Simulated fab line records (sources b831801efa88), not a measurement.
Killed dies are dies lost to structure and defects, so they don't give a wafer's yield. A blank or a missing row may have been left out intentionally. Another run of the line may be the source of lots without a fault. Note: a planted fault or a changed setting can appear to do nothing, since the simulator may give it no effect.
Which tool is to blame? + flow gf180mcu + 14 lots with 42 wafers sampled at 3 steps, on a route of 602 steps

## WHAT THE GAUGES SHOWED, per wafer
GF_HV_LDD_TW_MEAS_11.
| lot  | measured     | on            | HV_LDD_TW      |
|------|--------------|---------------|----------------|
| L301 | day 10 01:01 | film-metro-04 | 2436 2431 2424 |
| L303 | day 10 16:28 | film-metro-04 | 2425 2432 2440 |
| L304 | day 10 23:27 | film-metro-04 | 2446 2422 2413 |
| L307 | day 12 03:55 | film-metro-03 | 2381 2382 2379 |
| L308 | day 12 20:30 | film-metro-03 | 2402 2383 2393 |
| L309 | day 12 20:35 | film-metro-04 | 2440 2432 2439 |
| L310 | day 13 14:36 | film-metro-03 | 2395 2392 2389 |
| L311 | day 13 14:52 | film-metro-03 | 2391 2387 2391 |
| L314 | day 14 10:49 | film-metro-03 | 2379 2393 2383 |
| L317 | day 15 09:04 | film-metro-03 | 2401 2388 2411 |
| L318 | day 15 10:38 | film-metro-04 | 2427 2429 2408 |
| L319 | day 15 13:35 | film-metro-02 | 2423 2414 2424 |
| L322 | day 16 13:02 | film-metro-03 | 2390 2412 2394 |
| L324 | day 17 04:32 | film-metro-02 | 2399 2402 2401 |

GF_HV_LDD_CD_MEAS_19 targets a cd of 400 nm.
| lot  | measured     | on        | cd-nm (nm)        |
|------|--------------|-----------|-------------------|
| L301 | day 10 18:12 | cd-sem-02 | 399.4 397.8 397.6 |
| L303 | day 11 10:16 | cd-sem-02 | 397.7 398.2 398.2 |
| L304 | day 11 17:15 | cd-sem-01 | 397.8 398.2 397.5 |
| L307 | day 12 21:38 | cd-sem-01 | 400.6 398.6 398.9 |
| L308 | day 13 16:54 | cd-sem-02 | 401.9 401.4 401.8 |
| L309 | day 13 16:55 | cd-sem-01 | 404.0 403.0 401.3 |
| L310 | day 14 11:19 | cd-sem-02 | 401.4 403.2 404.7 |
| L311 | day 14 11:52 | cd-sem-01 | 399.4 401.0 400.7 |
| L314 | day 15 07:51 | cd-sem-01 | 403.4 402.2 401.3 |
| L317 | day 16 07:24 | cd-sem-02 | 397.9 396.7 397.8 |
| L318 | day 16 08:56 | cd-sem-02 | 400.1 400.1 400.0 |
| L319 | day 16 11:40 | cd-sem-02 | 399.1 400.0 400.9 |
| L322 | day 17 12:34 | cd-sem-01 | 397.9 398.5 399.9 |
| L324 | day 18 03:51 | cd-sem-01 | 403.1 403.2 404.0 |

## TOOL THAT RAN EACH LOT (tool first, then ch and the chambers of the sampled wafers, then the start)
| lot  | GF_POLY_GATE_ETCH_12               |
|------|------------------------------------|
| L301 | rie-diel-04 ch 0,2, day 9 05:17    |
| L303 | rie-diel-03 ch 1,2, day 9 21:14    |
| L304 | rie-diel-04 ch 1,3, day 10 03:00   |
| L307 | rie-diel-04 ch 1,2,3, day 11 04:21 |
| L308 | rie-diel-03 ch 0,1,2, day 11 13:49 |
| L309 | rie-diel-02 ch 1,3, day 11 21:52   |
| L310 | rie-diel-03 ch 1,2,3, day 12 14:54 |
| L311 | rie-diel-04 ch 0,1,2, day 12 15:07 |
| L314 | rie-diel-03 ch 1,2,3, day 13 11:48 |
| L317 | rie-diel-02 ch 0,2,3, day 14 09:27 |
| L318 | rie-diel-04 ch 1,2,3, day 14 10:38 |
| L319 | rie-diel-02 ch 0,2,3, day 14 13:52 |
| L322 | rie-diel-04 ch 2,3, day 15 13:24   |
| L324 | rie-diel-04 ch 0,3, day 16 02:54   |
- GF_POLY_GATE_ETCH_12: etches BARC in N2/H2.

## WHAT THE TOOLS THEMSELVES READ (means of the sampled wafers that have a number; where no wafer has one, the mark that the record gives instead)
GF_POLY_GATE_ETCH_12.
| lot  | tool        | drypump-motor-current-A (A) | oes-product-au (a.u.) | throttle-valve-pct (%) |
|------|-------------|-----------------------------|-----------------------|------------------------|
| L301 | rie-diel-04 | 6.1                         | 0.733                 | 13.211                 |
| L303 | rie-diel-03 | 5.4                         | 0.733                 | 13.216                 |
| L304 | rie-diel-04 | 5.0                         | 0.737                 | 13.214                 |
| L307 | rie-diel-04 | 5.4                         | 0.734                 | 13.216                 |
| L308 | rie-diel-03 | 5.7                         | 0.737                 | 13.212                 |
| L309 | rie-diel-02 | 6.2                         | 0.736                 | 13.212                 |
| L310 | rie-diel-03 | 5.8                         | 0.733                 | 13.218                 |
| L311 | rie-diel-04 | 5.7                         | 0.737                 | 13.219                 |
| L314 | rie-diel-03 | 5.8                         | 0.739                 | 13.210                 |
| L317 | rie-diel-02 | 5.5                         | 0.739                 | 13.211                 |
| L318 | rie-diel-04 | 5.5                         | 0.732                 | 13.218                 |
| L319 | rie-diel-02 | 5.5                         | 0.728                 | 13.216                 |
| L322 | rie-diel-04 | 5.9                         | 0.730                 | 13.218                 |
| L324 | rie-diel-04 | 5.6                         | 0.731                 | 13.211                 |

## THE ANSWER, worked out from the rows above alone
Rule: the lots themselves supply what counts as usual. Put in order of their means at a reading, lots are off if they are a third of the lots or fewer, leave a main group of 4 or more, and stand apart from it by a gap of 3 or more times the standard deviation of the main group's means; of several such gaps the widest counts. A main group whose means are all the same, to the digits that the tables above print for the reading, isn't used. A lot without any number at a reading at which 4 lots or more have one is off too. Any other lot the step has rows for is counted as sound. Order of review: gauges by route order, followed by the tools' own readings, for which a lot's mean as printed above is used. At the first step where some lot is off, the reading lying furthest off is the one used; lots without a number count as furthest.
None of the lots is off at any reading shown; this tells nothing.

## WHAT HAD BEEN PUT IN BY THE SIMULATOR
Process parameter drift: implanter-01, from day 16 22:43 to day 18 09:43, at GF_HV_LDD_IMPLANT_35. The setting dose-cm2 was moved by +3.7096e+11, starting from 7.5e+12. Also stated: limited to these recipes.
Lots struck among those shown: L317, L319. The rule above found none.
